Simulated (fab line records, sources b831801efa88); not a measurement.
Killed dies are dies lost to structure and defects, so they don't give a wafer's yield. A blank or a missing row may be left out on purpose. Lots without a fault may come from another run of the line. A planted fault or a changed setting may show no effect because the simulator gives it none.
Which tool did it? | flow sky130 | 7 lots, 21 wafers sampled, at 3 steps of a route of 708

WHAT THE GAUGES READ, wafer by wafer
SKY_SD_P_CD_MEAS_07: target cd 380 nm.
lot  | measured     | on        | cd_nm (nm)
L259 | day 27 05:12 | cd_sem-01 | 379.3 381.7 377.4
L260 | day 28 02:03 | cd_sem-02 | - - -
L263 | day 28 15:50 | cd_sem-02 | 379.1 379.2 377.9
L266 | day 29 13:10 | cd_sem-02 | 382.8 384.6 383.2
L268 | day 30 05:20 | cd_sem-02 | 382.1 383.0 380.0
L275 | day 32 13:19 | cd_sem-01 | 379.8 377.4 377.3
L277 | day 32 23:14 | cd_sem-02 | 384.2 384.0 383.5

WHICH TOOL RAN EACH LOT (tool, then ch and the chambers of the sampled wafers, then the start)
lot  | SKY_LDD_LDN_STRIP_12                 | SKY_SD_P_COAT_02
L259 | plasma_asher-02 ch 0,1, day 24 17:14 | litho_track-02 ch 0, day 26 14:56
L260 | plasma_asher-01 ch 0,1, day 25 13:52 | litho_track-02, day 27 11:05
L263 | plasma_asher-02 ch 0,1, day 26 02:11 | litho_track-02 ch 0, day 28 01:17
L266 | plasma_asher-02 ch 0,1, day 27 02:11 | litho_track-02 ch 0, day 28 23:14
L268 | plasma_asher-01 ch 0, day 27 18:29   | litho_track-01 ch 0, day 29 14:37
L275 | plasma_asher-02 ch 0,1, day 30 04:23 | litho_track-03 ch 0, day 31 23:26
L277 | plasma_asher-02 ch 0,1, day 30 14:41 | litho_track-02 ch 0, day 32 08:44
- SKY_LDD_LDN_STRIP_12: strips in O2/N2.
- SKY_SD_P_COAT_02: resist thk 1140 nm.

THE ANSWER, worked out from the rows above alone
Rule: what is usual is taken from the lots themselves. Put in order of their means at a reading, lots are off if they are a third of the lots or fewer, leave a main group of 4 or more, and stand apart from it by a gap of 3 or more times the standard deviation of the main group's means; of several such gaps the widest counts. A main group whose means are all the same, to the digits that the tables above print for the reading, isn't used. A lot without any number at a reading at which 4 lots or more have one is off too. The other lots that the step has rows for count as sound.
Off: L260, at SKY_SD_P_CD_MEAS_07 (cd_nm). Without a number there: L260. The main group: mean 380.9 nm, standard deviation 2.3.
A tool fits if, at a process step before that reading, it ran every lot that is off, and no sound lot after the first of them. The gauges at SKY_SD_P_CD_MEAS_07 are tried like those tools. None of those tried fits.

WHAT THE SIMULATOR HAD PUT IN
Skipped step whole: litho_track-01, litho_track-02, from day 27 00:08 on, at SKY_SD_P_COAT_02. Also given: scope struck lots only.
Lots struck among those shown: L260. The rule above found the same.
